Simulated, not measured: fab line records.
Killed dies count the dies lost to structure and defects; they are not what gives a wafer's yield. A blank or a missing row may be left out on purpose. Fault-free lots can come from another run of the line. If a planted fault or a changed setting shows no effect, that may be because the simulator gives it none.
Split-lot trial ; flow sky130 ; on a route of 708 steps: 5 lots, 23 wafers read

ON THE SPLIT
At SKY_LDD_P_IMPLANT_09, the setting energy-kev was moved away from the recipe's 25 on 9 of the 23 wafers read, by +3.9% to +6.0%. The other wafers ran this setting at the recipe's value.

Reading taken at the split's own step.

THE READING
implant.drp-nm (the simulator's own value, which no gauge read), in nm, at SKY_LDD_P_IMPLANT_09. There is no usual value for it anywhere in the file.

wafer;tool, chamber at the split;energy-kev as run;against the recipe;implant.drp-nm, nm;against lot-mates on the recipe
L074.1;implanter-04, 0;25.97;+3.9%;11.72;+0.31
L074.6;implanter-04, 0;25.97;+3.9%;11.72;+0.31
L074.2;implanter-04, 0;25;recipe;11.41;-
L074.3;implanter-04, 0;25;recipe;11.41;-
L074.4;implanter-04, 0;25;recipe;11.41;-
L077.1;implanter-02, 0;25;recipe;11.41;-
L077.2;implanter-02, 0;25;recipe;11.41;-
L077.3;implanter-02, 0;25;recipe;11.41;-
L077.4;implanter-02, 0;26.49;+6.0%;11.89;+0.48
L077.5;implanter-02, 0;26.49;+6.0%;11.89;+0.48
L079.1;implanter-02, 0;25;recipe;11.41;-
L079.4;implanter-02, 0;25;recipe;11.41;-
L079.5;implanter-02, 0;25;recipe;11.41;-
L080.1;implanter-04, 0;26.42;+5.7%;11.86;+0.45
L080.2;implanter-04, 0;26.42;+5.7%;11.86;+0.45
L080.4;implanter-04, 0;25;recipe;11.41;-
L080.5;implanter-04, 0;25;recipe;11.41;-
L080.6;implanter-04, 0;25;recipe;11.41;-
L085.1;implanter-03, 0;25;recipe;11.41;-
L085.4;implanter-03, 0;25;recipe;11.41;-
L085.2;implanter-03, 0;26.34;+5.4%;11.84;+0.43
L085.3;implanter-03, 0;26.34;+5.4%;11.84;+0.43
L085.6;implanter-03, 0;26.34;+5.4%;11.84;+0.43

FIT RESULTS
A straight line over all 23 wafers: implant.drp-nm changes by +0.08 nm for each +1% of energy-kev; r = +1.00; the points scatter about the line by 0.0017 nm.
The same after taking each lot's own level away (the mean of its wafers on the recipe; 23 wafers): +0.08 nm for each +1%; r = +1.00; scatter 0.0017 nm.
That fit puts the effect of the largest move of energy-kev on the reading at 0.48 nm.
The lots' own levels span 11.410 to 11.410 nm.
The two slopes are in agreement: the lot-to-lot level therefore moves the slope only a little.
Check: with one of the wafers moved furthest among these (+6.0%) left out of the fit, the line predicts +0.476 nm for it against its lot-mates. Against them it came out at +0.48 nm.

ADDITIONAL SPLITS CARRIED BY THESE WAFERS
Before the reading, these wafers also passed through other splits. Each is held against what the fit with the lots' levels taken away leaves over:
other split on the same wafers;wafers away from the commonest value;r with implant.drp-nm (lot level and that fit taken away)
SKY_VT_ADJUST_PCH_IMPLANT_08 energy-kev;11;-0.34
SKY_SONOS_TUNNEL_DEVELOP_06 develop-time-s;11;+0.06
SKY_SONOS_ONO_CVD_02 time-s;10;+0.20
SKY_SONOS_ONO_EXPOSE_10 dose-mj;5;+0.08
SKY_SONOS_ONO_DEVELOP_12 develop-time-s;2;+0.29
SKY_GATE_OXIDE_COAT_05 resist-thk-nm;8;+0.55
SKY_GATE_OXIDE_IMPLANT_11 energy-kev;8;+0.27
SKY_RES_PROTECT_SOFTBAKE_03 temp-c;7;+0.04
SKY_RES_PROTECT_DEVELOP_06 dev-temp-c;6;+0.41
SKY_POLY_GATE_COAT_07 resist-thk-nm;8;+0.31
SKY_LDD_N_SOFTBAKE_03 temp-c;8;+0.17
SKY_LDD_N_IMPLANT_14 energy-kev;4;-0.30

THE WHOLE CHAIN: every reading that the file lists as answering this split, in the file's order
step;what it does;reading;change (the file's fit);r (the file's)
SKY_LDD_P_IMPLANT_09;;implant.rp-nm (the simulator's own value, which no gauge read);+0.166 nm for each +1% of the setting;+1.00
SKY_LDD_P_IMPLANT_09;;implant.drp-nm (the simulator's own value, which no gauge read);+0.0798 nm for each +1% of the setting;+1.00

FILE'S OWN FIT
implant.drp-nm changes by +0.0798 nm for each +1% of energy-kev, r = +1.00.
